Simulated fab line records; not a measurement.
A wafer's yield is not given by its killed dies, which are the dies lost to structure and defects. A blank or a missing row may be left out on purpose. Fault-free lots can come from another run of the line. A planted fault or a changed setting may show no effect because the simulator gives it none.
fab line records	flow sky130
[record] lots = 12	wafers = 35	last_day = 50
route steps=708 shown VIA4@651 METAL5@661 PASSIVATION@692 PAD_OPEN@702
lots that met no fault: from a run of the same line without faults
start_h: start of the lot's first displayed wafer, in hours after the record's first day	wait_h: time in hours since the lot's previous step	" the same as in the row above	L1.1+2: a single row standing in for several wafers	- no value present, or no start provided	* or withheld: withheld	< > ~ a bound
route shown NAME@n: NAME is a module with steps in the file, n the number in the route of the first one	usual: mean/standard deviation taken from wafers without a fault	same: alike in all rows	chamber/n: place in a boat	sites: each site's reading	_std_site: standard deviation across them	_edge_site: outer sites' mean less inner sites'	radius_mm: for every site, how far away it sits from the centre of the wafer	mask NAME#n: copy n	behind: the tool/chamber that last shaped the wafer	hold: the reason the lot was held/the length of the hold in hours/how it ended	device: the transistor (n, p or np) that didn't switch	end of line: the same wafers' tests at the end of the route	a step with no rows: only its recipe	killed: at the first sort, the dies lost to defects and structure; wafer yield is something else	map: a wafer's dies, x killed, . not, _ none there
set.NAME: the setting that was run; set.NAME@STEP: the one run at that earlier step	model.NAME: the simulator's own value behind a step, which no gauge read
a sample of lots followed through the steps of the route, with each step as a table and each wafer as a row
services: a tool's chamber out of use, with start hour (start_h, from the record's first day; less than 0 if before it), hours out, and reason
[[steps]]
[step SKY_VIA4_ETCH_12]
[recipe] target = SiO2	chemistry = C4F8/O2/Ar	stop_on = TiN	mask_material = NOVOLAK	source_w = 1500	bias_w = 1200	pressure_mtorr = 40	c4f8_flow_sccm = withheld	O2_flow_sccm = 6	Ar_flow_sccm = 300	time_s = withheld	target_depth_a = 5800
[usual] oes_product_au = 0.926/0.0046
lot.wafer	tool	chamber	start_h	wait_h	oes_product_au
L296.1	rie_diel-01	2	1013.93	0.0	0.920
L296.5	"	2	"	"	0.930
L296.6	"	1	"	"	0.924
L297.1	rie_diel-02	3	1018.05	0.0	0.929
L297.3	"	2	"	"	0.929
L297.5	"	0	"	"	0.924
L299.2	rie_diel-01	2	1039.15	0.0	0.934
L299.5	"	3	"	"	0.923
L299.6	"	0	"	"	0.923
L300.2	rie_diel-01	0	1043.73	0.0	0.924
L300.4	"	2	"	"	0.921
L300.6	"	0	"	"	0.916
L301.2	rie_diel-03	3	1044.03	0.0	0.923
L301.3	"	1	"	"	0.927
L301.6	"	2	"	"	0.929
L302.2	rie_diel-03	2	1053.40	0.0	0.928
L302.5	"	0	"	"	0.923
L302.6	"	3	"	"	0.932
L304.2	rie_diel-02	0	1067.25	0.0	0.922
L304.5	"	3	"	"	0.928
L304.6	"	0	"	"	0.923
L305.4	rie_diel-01	2	1073.98	0.0	0.928
L305.5	"	3	"	"	0.924
L305.6	"	0	"	"	0.922
L306.2	rie_diel-01	0	1077.48	0.0	0.929
L306.3	"	1	"	"	0.934
L306.6	"	2	"	"	0.923
L310.2	rie_diel-02	1	1116.53	0.0	0.933
L310.3	"	3	"	"	0.927
L310.6	"	2	"	"	0.931
L316.2	rie_diel-02	2	1141.10	0.0	0.935
L316.5	"	0	"	"	0.930
L318.1	rie_diel-03	2	1147.95	0.0	0.923
L318.5	"	1	"	"	0.929
L318.6	"	2	"	"	0.928
[step SKY_METAL5_SPUTTER_00]
[recipe] material = Ti	target_thk_nm = 15	power_w = 3000	time_s = 10	chamber_pressure_pa = 0.4
[usual] throttle_valve_pct = 29.1/0.54
lot.wafer	tool	chamber	start_h	wait_h	throttle_valve_pct
L296.1	pvd_sputter-01	-	1015.30	0.2	28.7
L296.5	"	-	"	"	28.8
L296.6	"	-	"	"	28.6
L297.1	pvd_sputter-03	-	1019.41	0.2	28.8
L297.3	"	-	"	"	29.8
L297.5	"	-	"	"	29.0
L299.2	pvd_sputter-03	-	1040.51	0.1	29.1
L299.5	"	-	"	"	29.3
L299.6	"	-	"	"	28.5
L300.2	pvd_sputter-03	-	1045.09	0.1	29.1
L300.4	"	-	"	"	28.9
L300.6	"	-	"	"	29.7
L301.2	pvd_sputter-01	-	1045.39	0.2	28.7
L301.3	"	-	"	"	30.0
L301.6	"	-	"	"	28.8
L302.2	pvd_sputter-04	-	1054.77	0.1	28.6
L302.5	"	-	"	"	29.0
L302.6	"	-	"	"	29.4
L304.2	pvd_sputter-04	-	1068.61	0.1	29.3
L304.5	"	-	"	"	29.4
L304.6	"	-	"	"	30.2
L305.4	pvd_sputter-03	-	1075.38	0.2	29.1
L305.5	"	-	"	"	28.7
L305.6	"	-	"	"	28.8
L306.2	pvd_sputter-03	-	1078.87	0.1	28.7
L306.3	"	-	"	"	29.8
L306.6	"	-	"	"	28.5
L310.2	pvd_sputter-03	-	1117.91	0.1	29.0
L310.3	"	-	"	"	28.7
L310.6	"	-	"	"	28.6
L316.2	pvd_sputter-03	-	1142.97	0.2	29.4
L316.5	"	-	"	"	29.8
L318.1	pvd_sputter-01	-	1149.32	0.2	30.7
L318.5	"	-	"	"	28.7
L318.6	"	-	"	"	28.9
[step SKY_PASSIVATION_ETCH_11]
[recipe] chemistry = CF4/O2	target_depth_nm = 725	stop_on = AlCu	source_w = 800	bias_w = 150	pressure_mtorr = 150	cf4_flow_sccm = 80	O2_flow_sccm = 10	time_s = 161.1
[usual] drypump_motor_current_A = 5.6/0.42	oes_product_au = 0.978/0.009	throttle_valve_pct = 5.964/0.0097
lot.wafer	tool	chamber	start_h	wait_h	drypump_motor_current_A	oes_product_au	rf_hours_counter_h	throttle_valve_pct
L296.1	rie_diel-01	1	1061.45	-	5.3	0.969	18	5.956
L296.5	"	3	"	"	4.9	0.979	-	5.960
L296.6	"	2	"	"	6.2	0.987	-	5.987
L297.1	rie_diel-01	2	1064.22	-	6.2	0.976	23	5.981
L297.3	"	0	"	"	5.4	0.970	16	5.964
L297.5	"	1	"	"	5.3	0.983	-	5.953
L299.2	rie_diel-01	1	1084.92	-	5.3	0.979	19	5.977
L299.5	"	1	"	"	5.3	0.998	-	5.974
L299.6	"	2	"	"	6.2	0.998	-	5.974
L300.2	rie_diel-04	0	1089.26	-	6.0	0.960	13	5.941
L300.4	"	3	"	"	6.1	0.972	26	5.962
L300.6	"	2	"	"	5.2	0.970	-	5.966
L301.2	rie_diel-02	3	1090.21	-	6.2	0.956	16	5.956
L301.3	"	1	"	"	5.7	0.977	27	5.982
L301.6	"	1	"	"	5.8	0.986	-	5.983
L302.2	rie_diel-01	1	1099.15	-	5.3	0.966	19	5.953
L302.5	"	0	"	"	5.4	0.971	-	5.955
L302.6	"	3	"	"	4.9	0.992	-	5.964
L304.2	rie_diel-04	1	1110.77	-	5.8	0.967	13	5.957
L304.5	"	1	"	"	5.8	0.996	-	5.965
L304.6	"	0	"	"	6.0	0.989	-	5.953
L305.4	rie_diel-04	0	1118.95	-	6.0	0.975	14	5.973
L305.5	"	1	"	"	5.7	0.984	-	5.970
L305.6	"	0	"	"	6.0	0.981	-	5.974
L306.2	rie_diel-02	0	1121.35	-	5.0	0.973	18	5.961
L306.3	"	1	"	"	5.8	0.976	28	5.964
L306.6	"	1	"	"	5.8	0.987	-	5.987
L310.2	rie_diel-02	3	1155.51	-	6.2	0.959	18	5.957
L310.3	"	0	"	"	5.0	0.975	19	5.969
L310.6	"	3	"	"	6.2	0.972	-	5.954
L316.2	rie_diel-04	2	1180.47	-	5.2	0.968	10	5.965
L316.5	"	0	"	"	6.0	0.979	-	5.955
L318.1	rie_diel-04	2	1186.11	-	5.2	0.971	10	5.961
L318.5	"	1	"	"	5.7	0.988	-	5.981
L318.6	"	2	"	"	5.2	0.975	-	5.958
[step SKY_PAD_OPEN_STRIP_08]
[recipe] chemistry = O2/N2	power_w = 1400	pressure_mtorr = 1500	platen_temp_c = withheld	overash_fraction = 0.7	o2_flow_sccm = 3000	n2_flow_sccm = 300
[usual] drypump_motor_current_A = 5.7/0.46	oes_product_au = 0.663/0.0042	strip_time_to_endpoint_s = 37.11/0.11
[same] overash_fraction = 0.7
lot.wafer	tool	chamber	start_h	wait_h	drypump_motor_current_A	oes_product_au	rf_hours_counter_h	strip_time_to_endpoint_s
L296.1	plasma_asher-04	1	1083.52	0.1	5.4	0.667	33	36.92
L296.5	"	1	"	"	5.4	0.662	-	36.94
L296.6	"	0	"	"	6.0	0.663	-	37.03
L297.1	plasma_asher-01	0	1086.07	0.1	5.9	0.659	97	37.03
L297.3	"	1	"	"	5.2	0.666	-	36.98
L297.5	"	0	"	"	5.9	0.657	-	37.07
L299.2	plasma_asher-01	0	1105.77	0.1	5.9	0.674	99	37.08
L299.5	"	0	"	"	5.8	0.665	-	37.10
L299.6	"	1	"	"	5.2	0.657	-	37.08
L300.2	plasma_asher-02	1	1109.17	0.1	5.7	0.662	68	37.14
L300.4	"	0	"	"	6.8	0.666	-	37.19
L300.6	"	0	"	"	6.8	0.663	-	37.15
L301.2	plasma_asher-01	1	1109.57	0.1	5.2	0.668	99	37.20
L301.3	"	0	"	"	5.9	0.657	-	37.20
L301.6	"	1	"	"	5.2	0.666	-	37.17
L302.2	plasma_asher-01	1	1119.52	0.1	5.2	0.663	100	37.20
L302.5	"	0	"	"	5.9	0.661	-	37.07
L302.6	"	1	"	"	5.2	0.656	-	37.22
L304.2	plasma_asher-04	1	1130.17	0.1	5.4	0.664	37	37.22
L304.5	"	1	"	"	5.4	0.660	-	37.07
L304.6	"	0	"	"	6.0	0.659	-	37.15
L305.4	plasma_asher-04	0	1137.56	0.1	6.1	0.659	-	37.03
L305.5	"	0	"	"	6.0	0.666	-	37.16
L305.6	"	1	"	"	5.4	0.659	-	36.98
L306.2	plasma_asher-01	0	1140.02	0.1	5.9	0.650	102	36.98
L306.3	"	0	"	"	5.9	0.659	-	37.02
L306.6	"	0	"	"	5.9	0.663	-	37.09
L310.2	plasma_asher-01	0	1173.92	0.1	5.9	0.668	105	37.02
L310.3	"	1	"	"	5.2	0.664	-	36.90
L310.6	"	1	"	"	5.2	0.664	-	37.01
L316.2	plasma_asher-01	1	1195.92	0.1	5.2	0.668	107	37.10
L316.5	"	1	"	"	5.2	0.665	-	37.07
L318.1	plasma_asher-04	1	1201.52	0.1	5.4	0.660	44	37.22
L318.5	"	1	"	"	5.4	0.656	-	37.25
L318.6	"	0	"	"	6.0	0.657	-	37.21
[step SKY_PAD_OPEN_PROBE_99]
[usual] defect_limited_yield = 82.4/1.9	killed_at_M0_to_M3 = 44/6.5	killed_at_M4_up = 2.9/1.7	killed_at_contacts = 24/5.7	killed_at_front_end = 16/4.4	killed_at_other = 0.2/0.48	killed_dies = 87/9.6	killed_open = 48/6.7	killed_short = 38/6.2	sort_bin_3_pad_short = 0.8/0.39	sort_bin_5_function = 10.5/1.6	sort_bin_6_memory = 6.4/1	sort_n_pass = 405/9.5	sort_yield_pct = 82.3/1.9
[same] gross_dies = 492	killed_at_back_side = 0	sort_bin_4_leakage[%] = 0	sort_bin_8_speed[%] = 0
lot.wafer	tool	chamber	start_h	wait_h	defect_limited_yield[%]	killed_at_M0_to_M3	killed_at_M4_up	killed_at_contacts	killed_at_front_end	killed_at_other	killed_dies	killed_open	killed_short	sort_bin_3_pad_short[%]	sort_bin_5_function[%]	sort_bin_6_memory[%]	sort_n_pass	sort_yield_pct[%]
L299.2	prober-01	-	1108.03	0.1	84.1	31	2	28	17	0	78	41	37	0.6	9.1	6.1	414	84.1
L299.5	prober-01	-	1108.18	0.2	82.9	43	0	24	16	1	84	50	33	0.8	10.2	6.1	408	82.9
L299.6	prober-01	-	1108.23	0.2	82.9	43	1	24	15	1	84	48	35	0.6	11.4	5.1	408	82.9
L310.2	prober-01	-	1176.22	0.1	81.9	45	3	21	20	0	89	45	44	0.8	10.0	7.3	403	81.9
L310.3	prober-01	-	1176.27	0.2	81.1	41	2	29	20	1	93	52	40	0.6	11.6	6.7	399	81.1
L310.6	prober-01	-	1176.42	0.2	82.7	46	4	15	20	0	85	50	35	0.4	10.6	6.3	407	82.7
L316.2	prober-02	-	1198.19	0.1	82.3	46	4	17	19	1	87	58	28	0.6	10.8	6.3	405	82.3
L316.5	prober-02	-	1198.34	0.2	74.0	49	34	23	22	0	128	54	44	2.6	15.9	7.5	364	74.0
// killed by level:class
L299.2 VIA1:geometric_particle:open=9 LI_CONTACT:geometric_particle:open=9 CONTACT:geometric_particle:short=6 CONTACT:geometric_particle:open=6 FIELD_ISO:geometric_particle:short=5 POLY_GATE:geometric_particle:short=5 METAL2:geometric_particle:short=5 METAL1:geometric_particle:short=4
L299.5 CONTACT:geometric_particle:open=13 VIA1:geometric_particle:open=8 VIA3:geometric_particle:open=8 VIA2:geometric_particle:open=7 METAL1:geometric_particle:short=7 POLY_GATE:geometric_particle:short=6 CONTACT:geometric_particle:short=6 FIELD_ISO:geometric_particle:open=4
L299.6 VIA1:geometric_particle:open=12 LI_CONTACT:geometric_particle:short=8 CONTACT:geometric_particle:open=8 VIA3:geometric_particle:open=8 VIA2:geometric_particle:open=6 POLY_GATE:geometric_particle:open=4 LOCAL_INTERCONNECT:geometric_particle:short=4 METAL1:geometric_particle:short=4
L310.2 VIA1:geometric_particle:open=13 CONTACT:geometric_particle:open=7 VIA2:geometric_particle:open=7 FIELD_ISO:geometric_particle:short=6 METAL1:geometric_particle:short=6 LI_CONTACT:geometric_particle:open=5 POLY_GATE:geometric_particle:short=5 METAL2:geometric_particle:short=5
L310.3 CONTACT:geometric_particle:open=11 METAL2:geometric_particle:short=9 VIA1:geometric_particle:open=8 POLY_GATE:geometric_particle:open=6 LI_CONTACT:geometric_particle:open=6 LOCAL_INTERCONNECT:geometric_particle:short=6 VIA2:geometric_particle:open=6 POLY_GATE:geometric_particle:short=5
L310.6 VIA1:geometric_particle:open=8 METAL2:geometric_particle:short=7 VIA2:geometric_particle:open=7 CONTACT:geometric_particle:open=6 POLY_GATE:geometric_particle:open=6 LI_CONTACT:geometric_particle:open=6 FIELD_ISO:geometric_particle:short=5 FIELD_ISO:geometric_particle:open=5
L316.2 VIA1:geometric_particle:open=15 VIA3:geometric_particle:open=8 POLY_GATE:geometric_particle:open=6 FIELD_ISO:geometric_particle:open=6 CONTACT:geometric_particle:open=6 LI_CONTACT:geometric_particle:open=5 METAL3:geometric_particle:short=5 VIA1:geometric_particle:short=4
L316.5 METAL5:unspecified=30 VIA1:geometric_particle:open=11 VIA3:geometric_particle:open=9 POLY_GATE:geometric_particle:open=8 LI_CONTACT:geometric_particle:open=8 METAL2:geometric_particle:short=8 CONTACT:geometric_particle:open=7 METAL1:geometric_particle:short=7
[[services]]
tool	chamber	start_h	hours	kind
pvd_sputter-03	-	993.59	5.8	repair
pvd_sputter-01	-	995.95	2.8	repair
rie_diel-02	0	1006.15	2.0	repair
pvd_sputter-04	-	1013.21	0.8	repair
plasma_asher-01	-	1016.27	2.8	pm
rie_diel-03	0	1019.79	7.0	repair
pvd_sputter-01	-	1038.65	2.2	repair
rie_diel-01	0	1047.40	8.3	repair
plasma_asher-01	-	1058.93	2.5	repair
plasma_asher-01	-	1059.59	0.4	repair
pvd_sputter-01	-	1070.57	0.9	repair
plasma_asher-01	-	1077.17	0.3	repair
plasma_asher-04	-	1089.46	0.6	repair
rie_diel-04	-	1089.70	0.9	repair
rie_diel-02	0	1106.28	2.7	repair
pvd_sputter-03	-	1126.90	0.8	repair
rie_diel-03	-	1137.62	2.8	pm
rie_diel-02	0	1164.05	4.9	repair
rie_diel-04	-	1176.56	2.8	pm
rie_diel-02	1	1188.02	4.5	repair
rie_diel-02	-	1191.30	0.5	repair
rie_diel-01	2	1192.46	3.0	repair
plasma_asher-04	-	1192.77	2.9	repair
rie_diel-03	1	1196.97	3.1	repair
[[key]]
[first_sign] step = SKY_PAD_OPEN_PROBE_99	reading = killed_at_M4_up	direction = up	sigmas = 18	usual = 2.9	struck = 34
[effect] step = SKY_PAD_OPEN_PROBE_99	reading = sort_bin_3_pad_short	direction = up	sigmas = 4.7	usual = 0.8	struck = 2.6
met_at SKY_METAL5_SPUTTER_00
struck_lots L316
struck_wafers L316.5
not_acting_at SKY_VIA4_ETCH_12,SKY_PASSIVATION_ETCH_11,SKY_PAD_OPEN_STRIP_08
onset_between 1078.87 1142.97
[fault] kind = chamber_particle_source	tool = pvd_sputter-03	chamber = -	onset_h = 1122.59	steps = SKY_METAL5_SPUTTER_00	rate_per_visit_cm2 = 0.90732	end_h = 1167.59	scope = struck_wafers_only
